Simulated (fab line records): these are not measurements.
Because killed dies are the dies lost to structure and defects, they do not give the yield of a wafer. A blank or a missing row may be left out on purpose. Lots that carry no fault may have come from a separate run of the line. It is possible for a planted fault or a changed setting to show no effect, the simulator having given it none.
fab line records	flow sky130
record: lots: 11	wafers: 33	last_day: 50
route steps=708 shown METAL4@600 VIA4@639 PAD_OPEN@708
lots that met no fault: taken from a fault-free run of the same line
start_h: hours from the record's first day to the start of the lot's first wafer shown	wait_h: hours elapsed since this lot's preceding step	" repeats the value in the row above	L1.1+2: several wafers, shown together as one row	- value missing, or start not given	* or withheld: withheld	< > ~ a bound
route shown NAME@n: NAME is a module with steps in the file, n the number in the route of the first one	usual: mean and standard deviation over wafers with no fault	same: alike in all rows	chamber/n: place in a boat	sites: each site's reading	_std_site: standard deviation across them	_edge_site: mean of outer sites minus mean of inner sites	radius_mm: how far each site lies from the wafer's centre	mask NAME#n: copy n	behind: the tool/chamber that last shaped the wafer	hold: why the lot went on hold/how many hours it stayed there/how the hold came to an end	device: whichever transistor did not switch (one of n, p or np)	end of line: the tests these same wafers got at the end of their route	for a step that has no rows: nothing shown but its recipe	killed: at the first sort, the dies lost to defects and structure; wafer yield is something else	map: a wafer's dies, x killed, . not, _ none there
set.NAME: setting as actually run; set.NAME@STEP: the setting as run at that earlier step	model.NAME: the simulator's own value behind a step, which no gauge read
one table for each step of the route and one row for each wafer, over a sample of lots
services: from which hour (start_h, from the record's first day; less than 0 if before it) a tool's chamber was out of use, for how many hours, and why
== steps ==
step: SKY_METAL4_SPUTTER_02
recipe: material: AlCu	target_thk_nm: 735	power_w: 10600	time_s: 39.1	chamber_pressure_pa: 0.4
usual: throttle_valve_pct: 30.0/0.88
same: time_s: 39.1
lot.wafer	tool	chamber	start_h	wait_h	throttle_valve_pct
L658.2	pvd_sputter-01	-	927.10	0.0	31.4
L658.3	"	-	"	"	29.6
L658.6	"	-	"	"	30.0
L663.1	pvd_sputter-02	-	964.98	0.0	28.9
L663.2	"	-	"	"	29.3
L663.5	"	-	"	"	28.1
L662.1	pvd_sputter-01	-	968.52	0.0	31.8
L662.2	"	-	"	"	29.7
L662.5	"	-	"	"	31.5
L668.3	pvd_sputter-01	-	1023.45	0.0	30.0
L668.4	"	-	"	"	29.8
L668.6	"	-	"	"	29.7
L669.3	pvd_sputter-01	-	1025.90	0.0	29.6
L669.5	"	-	"	"	29.8
L669.6	"	-	"	"	29.7
L667.1	pvd_sputter-04	-	1026.87	0.0	31.1
L667.3	"	-	"	"	29.8
L667.5	"	-	"	"	30.3
L671.2	pvd_sputter-01	-	1027.87	0.0	29.7
L671.5	"	-	"	"	29.9
L671.6	"	-	"	"	29.7
L676.2	pvd_sputter-04	-	1042.35	0.0	29.8
L676.4	"	-	"	"	30.1
L676.5	"	-	"	"	31.0
L677.1	pvd_sputter-04	-	1054.12	0.0	30.1
L677.2	"	-	"	"	29.5
L677.3	"	-	"	"	31.0
L678.2	pvd_sputter-01	-	1055.37	0.0	29.8
L678.4	"	-	"	"	29.7
L678.5	"	-	"	"	29.7
L680.1	pvd_sputter-02	-	1092.51	0.0	28.7
L680.3	"	-	"	"	28.1
L680.5	"	-	"	"	29.2
step: SKY_METAL4_SPUTTER_03
recipe: material: Ti	target_thk_nm: 5	power_w: 3000	time_s: 3.3	chamber_pressure_pa: 0.4
usual: throttle_valve_pct: 29.9/0.87
same: time_s: 3.3
lot.wafer	tool	chamber	start_h	wait_h	throttle_valve_pct
L658.2	pvd_sputter-01	-	927.14	0.0	31.5
L658.3	"	-	"	"	29.7
L658.6	"	-	"	"	29.8
L663.1	pvd_sputter-02	-	965.02	0.0	28.9
L663.2	"	-	"	"	29.2
L663.5	"	-	"	"	28.1
L662.1	pvd_sputter-01	-	968.56	0.0	31.7
L662.2	"	-	"	"	29.5
L662.5	"	-	"	"	31.9
L668.3	pvd_sputter-01	-	1023.50	0.0	29.8
L668.4	"	-	"	"	29.9
L668.6	"	-	"	"	29.7
L669.3	pvd_sputter-01	-	1025.95	0.0	29.6
L669.5	"	-	"	"	29.5
L669.6	"	-	"	"	29.8
L667.1	pvd_sputter-04	-	1026.91	0.0	31.4
L667.3	"	-	"	"	29.3
L667.5	"	-	"	"	30.3
L671.2	pvd_sputter-01	-	1027.91	0.0	29.6
L671.5	"	-	"	"	29.8
L671.6	"	-	"	"	29.4
L676.2	pvd_sputter-04	-	1042.39	0.0	29.6
L676.4	"	-	"	"	30.5
L676.5	"	-	"	"	30.9
L677.1	pvd_sputter-04	-	1054.16	0.0	29.9
L677.2	"	-	"	"	29.5
L677.3	"	-	"	"	31.2
L678.2	pvd_sputter-01	-	1055.41	0.0	29.6
L678.4	"	-	"	"	30.0
L678.5	"	-	"	"	29.7
L680.1	pvd_sputter-02	-	1092.55	0.0	28.9
L680.3	"	-	"	"	28.1
L680.5	"	-	"	"	29.4
step: SKY_METAL4_METAL_ETCH_18
recipe: target_depth_a: 8450	stop_on: SiO2	over_etch_frac: 0.3	time_s: 183.1	chemistry: Cl2/BCl3	resist_sidewall_deg: 88	pressure_mtorr: 10	icp_w: 900	bias_w: 48.5	Cl2_flow_sccm: 60	bcl3_flow_sccm: 30
usual: chamber_pressure_mTorr: 10.000/0.0097	drypump_motor_current_A: 6.0/0.54	oes_product_au: 0.866/0.0068	rf_fwd_power_W: 897.5/3	throttle_valve_pct: 22.264/0.0089
same: time_s: 183.1
lot.wafer	tool	chamber	start_h	wait_h	chamber_pressure_mTorr	drypump_motor_current_A	oes_product_au	rf_fwd_power_W	rf_hours_counter_h	throttle_valve_pct
L658.2	rie_metal-02	1	975.79	0.0	9.985	6.5	0.870	899.6	18	22.248
L658.3	"	0	"	"	10.014	5.5	0.858	897.9	-	22.277
L658.6	"	0	"	"	9.996	5.5	0.862	900.2	-	22.255
L663.1	rie_metal-02	1	1011.79	0.0	10.001	6.5	0.865	899.0	21	22.253
L663.2	"	0	"	"	10.013	5.5	0.870	894.9	21	22.265
L663.5	"	1	"	"	9.990	6.5	0.874	896.9	-	22.255
L662.1	rie_metal-03	1	1016.82	0.0	9.994	6.0	0.858	902.1	12	22.261
L662.2	"	0	"	"	9.984	6.0	0.875	896.9	2	22.270
L662.5	"	1	"	"	10.002	6.0	0.867	897.9	-	22.265
L668.3	rie_metal-01	0	1067.58	0.1	9.997	6.8	0.860	895.0	-	22.265
L668.4	"	1	"	"	9.993	4.8	0.865	893.5	-	22.261
L668.6	"	0	"	"	9.991	6.8	0.884	897.5	-	22.272
L669.3	rie_metal-01	0	1070.36	0.1	10.005	6.8	0.867	896.0	-	22.257
L669.5	"	1	"	"	9.996	4.7	0.869	898.8	-	22.263
L669.6	"	0	"	"	9.996	6.8	0.865	896.3	-	22.253
L667.1	rie_metal-03	0	1071.72	0.0	10.006	6.0	0.853	896.6	6	22.273
L667.3	"	1	"	"	10.018	6.0	0.866	895.8	-	22.266
L667.5	"	0	"	"	9.987	6.0	0.854	896.9	-	22.261
L671.2	rie_metal-01	1	1072.20	0.0	10.008	4.8	0.858	901.7	20	22.257
L671.5	"	0	"	"	10.003	6.8	0.855	891.6	-	22.273
L671.6	"	1	"	"	10.009	4.8	0.862	902.9	-	22.270
L676.2	rie_metal-03	1	1085.42	0.0	9.996	6.0	0.865	904.4	18	22.267
L676.4	"	1	"	"	9.991	6.1	0.862	904.5	-	22.261
L676.5	"	0	"	"	10.012	6.0	0.876	893.7	-	22.264
L677.1	rie_metal-02	1	1097.57	0.0	10.011	6.5	0.854	895.2	6	22.260
L677.2	"	0	"	"	10.010	5.5	0.859	900.4	1	22.257
L677.3	"	1	"	"	10.003	6.5	0.860	897.8	-	22.265
L678.2	rie_metal-03	1	1098.58	0.0	10.008	6.1	0.879	895.3	18	22.267
L678.4	"	0	"	"	9.991	6.0	0.867	897.3	-	22.266
L678.5	"	1	"	"	10.006	6.0	0.874	898.9	-	22.262
L680.1	rie_metal-02	1	1132.27	0.0	10.014	6.5	0.855	900.6	9	22.260
L680.3	"	1	"	"	9.997	6.5	0.861	899.0	-	22.276
L680.5	"	1	"	"	9.998	6.5	0.866	896.0	-	22.256
step: SKY_VIA4_HDPCVD_00
recipe: material: SiO2	target_thk_nm: 1750	sigma_open_frac: 0.3	time_s: 291.7	temp_c: 400	sih4_flow_sccm: 60	pressure_mtorr: 6
usual: pressure_mtorr: 6.000/0.012	run_length_s: 319.6/0.55	time_s: 291.7/0
lot.wafer	tool	chamber	start_h	wait_h	pressure_mtorr	run_length_s	time_s
L658.2	hdpcvd-02	0	976.56	0.0	5.989	319.1	291.7
L658.3	"	2	"	"	5.974	319.5	291.7
L658.6	"	2	"	"	5.987	319.4	291.7
L663.1	hdpcvd-01	2	1012.56	0.0	5.998	319.7	291.7
L663.2	"	0	"	"	6.019	318.7	291.7
L663.5	"	1	"	"	6.003	319.6	291.7
L662.1	hdpcvd-01	1	1017.59	0.0	6.010	320.4	291.7
L662.2	"	2	"	"	6.010	320.1	291.7
L662.5	"	1	"	"	6.011	319.8	291.7
L668.3	hdpcvd-01	0	1068.33	0.0	5.990	318.7	291.7
L668.4	"	2	"	"	6.002	319.8	291.7
L668.6	"	1	"	"	5.995	319.7	291.7
L669.3	hdpcvd-01	0	1071.11	0.0	-	-	-
L669.5	"	0	"	"	-	-	-
L669.6	"	2	"	"	-	-	-
L667.1	hdpcvd-01	2	1072.50	0.0	-	-	-
L667.3	"	0	"	"	-	-	-
L667.5	"	2	"	"	-	-	-
L671.2	hdpcvd-02	0	1072.97	0.0	-	-	-
L671.5	"	0	"	"	-	-	-
L671.6	"	1	"	"	-	-	-
L676.2	hdpcvd-02	0	1086.27	0.1	6.003	319.8	291.7
L676.4	"	0	"	"	6.010	319.7	291.7
L676.5	"	1	"	"	5.983	320.3	291.7
L677.1	hdpcvd-01	2	1098.38	0.0	6.001	319.4	291.7
L677.2	"	0	"	"	5.992	318.9	291.7
L677.3	"	1	"	"	5.988	320.0	291.7
L678.2	hdpcvd-02	2	1099.39	0.0	6.006	319.3	291.7
L678.4	"	2	"	"	6.002	319.3	291.7
L678.5	"	1	"	"	6.005	319.8	291.7
L680.1	hdpcvd-02	1	1133.64	0.0	6.009	319.8	291.7
L680.3	"	0	"	"	5.988	319.0	291.7
L680.5	"	2	"	"	5.990	319.8	291.7
step: SKY_VIA4_ETCH_12
recipe: target: SiO2	chemistry: C4F8/O2/Ar	stop_on: TiN	mask_material: NOVOLAK	source_w: 1500	bias_w: 1200	pressure_mtorr: 40	c4f8_flow_sccm: withheld	O2_flow_sccm: 6	Ar_flow_sccm: 300	time_s: withheld	target_depth_a: 5800
usual: chamber_pressure_mTorr: 40.00/0.034	oes_product_au: 0.925/0.0045	rf_fwd_power_W: 1491/5.4
lot.wafer	tool	chamber	start_h	wait_h	chamber_pressure_mTorr	oes_product_au	rf_fwd_power_W
L658.2	rie_diel-04	0	1000.10	0.0	39.95	0.926	1484
L658.3	"	2	"	"	39.99	0.923	1494
L658.6	"	0	"	"	40.01	0.934	1491
L663.1	rie_diel-03	3	1036.05	0.0	40.01	0.913	1492
L663.2	"	2	"	"	40.02	0.918	1484
L663.5	"	2	"	"	40.02	0.926	1490
L662.1	rie_diel-01	0	1040.04	0.0	40.03	0.924	1488
L662.2	"	1	"	"	40.01	0.923	1496
L662.5	"	3	"	"	40.05	0.924	1481
L668.3	rie_diel-04	1	1089.39	0.0	40.03	0.918	1492
L668.4	"	2	"	"	39.97	0.924	1492
L668.6	"	0	"	"	39.96	0.933	1498
L669.3	rie_diel-03	1	1093.34	0.0	40.06	0.367	1496
L669.5	"	0	"	"	39.89	0.378	1486
L669.6	"	3	"	"	40.03	0.379	1486
L667.1	rie_diel-04	0	1093.73	0.0	40.02	0.377	1486
L667.3	"	1	"	"	39.97	0.371	1493
L667.5	"	3	"	"	39.94	0.373	1494
L671.2	rie_diel-01	2	1094.38	0.0	40.00	0.374	1498
L671.5	"	3	"	"	40.00	0.377	1495
L671.6	"	0	"	"	39.97	0.382	1489
L676.2	rie_diel-03	1	1107.09	0.0	39.97	0.928	1494
L676.4	"	0	"	"	40.02	0.925	1490
L676.5	"	1	"	"	40.01	0.930	1493
L677.1	rie_diel-03	1	1118.48	0.0	39.99	0.928	1497
L677.2	"	0	"	"	40.03	0.923	1494
L677.3	"	2	"	"	40.00	0.927	1492
L678.2	rie_diel-03	2	1120.59	0.0	39.99	0.923	1494
L678.4	"	0	"	"	40.09	0.926	1491
L678.5	"	1	"	"	39.99	0.915	1495
L680.1	rie_diel-01	2	1152.64	0.0	39.98	0.920	1496
L680.3	"	1	"	"	39.99	0.927	1500
L680.5	"	3	"	"	40.00	0.931	1494
step: SKY_PAD_OPEN_PROBE_99
usual: defect_limited_yield: 82.5/2	killed_at_M0_to_M3: 43/7.3	killed_at_M4_up: 3.5/2.2	killed_at_contacts: 24/5.3	killed_at_front_end: 15/4.2	killed_at_other: 0.3/0.67	killed_dies: 86/9.8	killed_on_rim: 17/3.8	killed_open: 47/7.2	killed_short: 39/6.5	sort_bin_3_pad_short: 0.9/0.42	sort_bin_5_function: 10.4/1.5	sort_bin_6_memory: 6.3/1.2	sort_bin_8_speed: 0.00/0.038	sort_n_pass: 406/9.9	sort_yield_pct: 82.5/2
same: gross_dies: 492	killed_at_back_side: 0	sort_bin_4_leakage[%]: 0
lot.wafer	tool	chamber	start_h	wait_h	defect_limited_yield[%]	killed_at_M0_to_M3	killed_at_M4_up	killed_at_contacts	killed_at_front_end	killed_at_other	killed_dies	killed_on_rim	killed_open	killed_short	sort_bin_3_pad_short[%]	sort_bin_5_function[%]	sort_bin_6_memory[%]	sort_bin_8_speed[%]	sort_n_pass	sort_yield_pct[%]
L668.3	prober-02	-	1154.21	0.2	83.7	44	4	24	6	2	80	17	50	30	0.4	10.0	5.9	0	412	83.7
L668.4	prober-02	-	1154.26	0.2	85.0	35	12	18	7	2	74	21	42	29	0.6	10.2	4.3	0	418	85.0
L668.6	prober-02	-	1154.36	0.2	81.7	44	1	29	15	1	90	16	46	42	0.4	10.4	7.5	0	402	81.7
L669.3	prober-02	-	1157.21	0.2	0	12	474	3	3	0	492	96	7	11	27.2	69.1	3.7	0	0	0
L669.5	prober-02	-	1157.31	0.2	0	10	475	5	2	0	492	96	11	6	26.8	69.7	3.5	0	0	0
L669.6	prober-02	-	1157.36	0.2	0	5	473	9	5	0	492	96	7	13	23.0	74.0	3.0	0	0	0
L667.1	prober-01	-	1158.61	0.1	0	5	480	5	1	1	492	96	7	7	24.4	72.8	2.8	0	0	0
L667.3	prober-01	-	1158.71	0.2	0	6	471	10	5	0	492	96	15	8	22.6	74.6	2.8	0	0	0
L667.5	prober-01	-	1158.81	0.2	0	7	479	5	1	0	492	96	9	4	20.1	76.8	3.0	0	0	0
L671.2	prober-02	-	1158.66	0.1	0	7	479	1	5	0	492	96	8	5	26.2	69.3	4.5	0	0	0
L671.5	prober-02	-	1158.81	0.2	0	8	473	9	2	0	492	96	9	10	22.0	75.2	2.8	0	0	0
L671.6	prober-02	-	1158.86	0.2	0	11	479	1	1	0	492	96	5	9	24.8	72.0	3.3	0	0	0
L677.1	prober-02	-	1178.90	0.1	81.3	59	6	15	12	0	92	16	43	49	1.2	11.0	6.5	0	400	81.3
L677.2	prober-02	-	1178.95	0.1	82.9	43	7	23	11	0	84	13	41	43	1.0	10.8	5.3	0	408	82.9
L677.3	prober-02	-	1179.00	0.2	76.8	62	4	28	20	0	114	16	70	44	1.4	12.8	8.9	0	378	76.8
L678.2	prober-01	-	1181.31	0.1	78.3	54	4	32	17	0	107	23	61	46	0.4	13.6	7.7	0	385	78.3
L678.4	prober-01	-	1181.41	0.2	82.9	38	1	28	17	0	84	16	57	27	0.2	11.0	5.9	0	408	82.9
L678.5	prober-01	-	1181.46	0.2	83.9	43	3	23	10	0	79	15	41	38	0.6	8.9	6.5	0	413	83.9
killed by level:class
L668.3 VIA1:geometric_particle:open=17 CONTACT:geometric_particle:open=11 VIA2:geometric_particle:open=6 METAL1:geometric_particle:short=5 LI_CONTACT:geometric_particle:open=4 LOCAL_INTERCONNECT:geometric_particle:short=4 VIA3:geometric_particle:open=4 METAL2:geometric_particle:short=4
L668.4 VIA1:geometric_particle:open=12 CONTACT:geometric_particle:open=7 LI_CONTACT:geometric_particle:open=5 METAL1:geometric_particle:short=4 METAL2:geometric_particle:short=4 CONTACT:geometric_particle:short=3 VIA2:geometric_particle:open=3 METAL3:geometric_particle:short=3
L668.6 CONTACT:geometric_particle:open=12 METAL3:geometric_particle:short=9 VIA1:geometric_particle:open=9 CONTACT:geometric_particle:short=7 VIA2:geometric_particle:open=7 POLY_GATE:geometric_particle:open=5 VIA1:geometric_particle:short=5 LI_CONTACT:geometric_particle:open=5
L669.3 VIA4:lost_pattern=474 METAL2:geometric_particle:short=4 LI_CONTACT:geometric_particle:open=3 VIA3:geometric_particle:short=2 FIELD_ISO:geometric_particle:short=1 POLY_GATE:geometric_particle:open=1 POLY_GATE:geometric_particle:short=1 VIA2:geometric_particle:open=1
L669.5 VIA4:lost_pattern=474 LI_CONTACT:geometric_particle:open=3 VIA1:geometric_particle:open=3 VIA3:geometric_particle:open=3 VIA3:geometric_particle:short=2 CONTACT:geometric_particle:short=2 SPACER:geometric_particle:open=1 SPACER:geometric_particle:short=1
L669.6 VIA4:lost_pattern=467 VIA4:area_hdpcvd=5 FIELD_ISO:geometric_particle:open=3 LOCAL_INTERCONNECT:geometric_particle:short=3 METAL1:geometric_particle:short=3 CONTACT:geometric_particle:short=2 CONTACT:geometric_particle:open=2 FIELD_ISO:geometric_particle:short=1
L667.1 VIA4:lost_pattern=476 LI_CONTACT:geometric_particle:open=2 VIA1:geometric_particle:open=2 METAL4:geometric_particle:short=2 VIA4:area_hdpcvd=2 LI_CONTACT:geometric_particle:short=1 POLY_GATE:geometric_particle:open=1 LOCAL_INTERCONNECT:geometric_particle:short=1
L671.2 VIA4:lost_pattern=478 FIELD_ISO:geometric_particle:short=2 POLY_GATE:geometric_particle:open=2 VIA2:geometric_particle:open=2 VIA3:geometric_particle:short=2 SONOS_ONO:geometric_particle:open=1 LI_CONTACT:geometric_particle:open=1 METAL1:geometric_particle:open=1
L667.3 VIA4:lost_pattern=468 LI_CONTACT:geometric_particle:open=5 VIA1:geometric_particle:open=3 LOCAL_INTERCONNECT:geometric_particle:short=2 CONTACT:geometric_particle:open=2 FIELD_ISO:geometric_particle:short=1 FIELD_ISO:geometric_particle:open=1 SONOS_ONO:geometric_particle:short=1
L667.5 VIA4:lost_pattern=478 VIA1:geometric_particle:open=4 LI_CONTACT:geometric_particle:open=3 POLY_GATE:geometric_particle:short=1 LI_CONTACT:geometric_particle:short=1 LOCAL_INTERCONNECT:geometric_particle:short=1 METAL1:geometric_particle:open=1 METAL1:geometric_particle:short=1
L671.5 VIA4:lost_pattern=468 VIA4:area_hdpcvd=5 LI_CONTACT:geometric_particle:open=3 LOCAL_INTERCONNECT:geometric_particle:short=3 CONTACT:geometric_particle:short=2 METAL1:geometric_particle:short=2 VIA1:geometric_particle:open=2 POLY_GATE:geometric_particle:short=1
L671.6 VIA4:lost_pattern=475 VIA3:geometric_particle:short=3 METAL2:geometric_particle:short=3 VIA4:area_hdpcvd=3 METAL3:geometric_particle:short=2 METAL2:geometric_particle:open=2 FIELD_ISO:geometric_particle:open=1 LOCAL_INTERCONNECT:geometric_particle:short=1
L677.1 VIA1:geometric_particle:short=14 VIA2:geometric_particle:open=9 VIA1:geometric_particle:open=9 VIA3:geometric_particle:open=9 CONTACT:geometric_particle:open=7 METAL4:geometric_particle:short=5 VIA2:geometric_particle:short=5 FIELD_ISO:geometric_particle:short=4
L677.2 VIA1:geometric_particle:open=11 LI_CONTACT:geometric_particle:open=8 METAL2:geometric_particle:short=7 CONTACT:geometric_particle:open=6 METAL4:geometric_particle:short=6 CONTACT:geometric_particle:short=5 VIA1:geometric_particle:short=5 METAL1:geometric_particle:short=4
L677.3 VIA1:geometric_particle:open=15 CONTACT:geometric_particle:open=12 VIA2:geometric_particle:open=10 FIELD_ISO:geometric_particle:open=7 LI_CONTACT:geometric_particle:open=7 METAL2:geometric_particle:short=7 VIA3:geometric_particle:open=7 METAL1:geometric_particle:short=7
L678.2 VIA1:geometric_particle:open=11 CONTACT:geometric_particle:open=10 VIA2:geometric_particle:open=10 FIELD_ISO:geometric_particle:open=8 LI_CONTACT:geometric_particle:open=8 METAL2:geometric_particle:short=8 METAL3:geometric_particle:short=6 VIA3:geometric_particle:open=6
L678.4 CONTACT:geometric_particle:open=13 VIA1:geometric_particle:open=11 LI_CONTACT:geometric_particle:open=8 VIA3:geometric_particle:open=6 FIELD_ISO:geometric_particle:short=4 FIELD_ISO:geometric_particle:open=4 METAL2:geometric_particle:short=4 VIA2:geometric_particle:open=4
L678.5 VIA1:geometric_particle:open=9 VIA1:geometric_particle:short=7 LI_CONTACT:geometric_particle:open=7 CONTACT:geometric_particle:short=7 CONTACT:geometric_particle:open=6 METAL2:geometric_particle:short=5 VIA2:geometric_particle:open=5 VIA3:geometric_particle:short=4
== services ==
tool	chamber	start_h	hours	kind
rie_metal-03	0	909.41	6.1	repair
pvd_sputter-01	-	909.74	6.6	repair
rie_metal-01	-	909.82	2.8	pm
hdpcvd-01	0	918.83	8.8	repair
rie_diel-01	-	928.92	14.6	pm
rie_diel-03	-	931.74	0.6	repair
pvd_sputter-04	-	933.35	0.9	repair
rie_metal-02	1	933.43	8.3	repair
hdpcvd-02	2	937.80	4.6	repair
hdpcvd-01	-	939.48	6.0	pm
rie_diel-04	-	941.30	7.8	repair
pvd_sputter-02	-	949.24	4.4	repair
hdpcvd-02	-	950.25	15.0	pm
rie_diel-04	0	953.61	4.9	repair
pvd_sputter-01	-	957.11	1.5	repair
pvd_sputter-04	-	967.48	2.1	repair
rie_metal-01	-	968.94	0.5	repair
rie_metal-01	-	995.88	0.6	repair
rie_diel-03	-	1002.00	0.3	repair
rie_diel-01	1	1012.21	8.0	repair
pvd_sputter-02	-	1036.23	7.5	repair
pvd_sputter-01	-	1062.42	2.5	repair
rie_metal-02	-	1079.06	0.1	repair
pvd_sputter-01	-	1142.06	2.1	repair
== key ==
first_sign: step: SKY_VIA4_HDPCVD_00	reading: tool_record	direction: missing
effect: step: SKY_VIA4_ETCH_12	reading: oes_product_au	direction: down	sigmas: 99+	usual: 0.925	struck: 0.375
effect: step: SKY_PAD_OPEN_PROBE_99	reading: killed_at_M4_up	direction: up	sigmas: 99+	usual: 3.5	struck: 475.9
met_at SKY_VIA4_HDPCVD_00
struck_lots L667,L669,L671
later_rows_left_out L667.1,L667.3,L667.5,L669.3,L669.5,L669.6,L671.2,L671.5,L671.6
not_acting_at SKY_METAL4_SPUTTER_02,SKY_METAL4_SPUTTER_03,SKY_METAL4_METAL_ETCH_18
onset_between 1068.33 1071.11
fault: kind: skipped_step_whole	tool: hdpcvd-01,hdpcvd-02	chamber: -	onset_h: 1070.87	steps: SKY_VIA4_HDPCVD_00	scope: struck_lots_only
later_rows_left_out: the simulator's readings of these wafers behind a module that went badly wrong aren't trusted and aren't shown, but for the sort
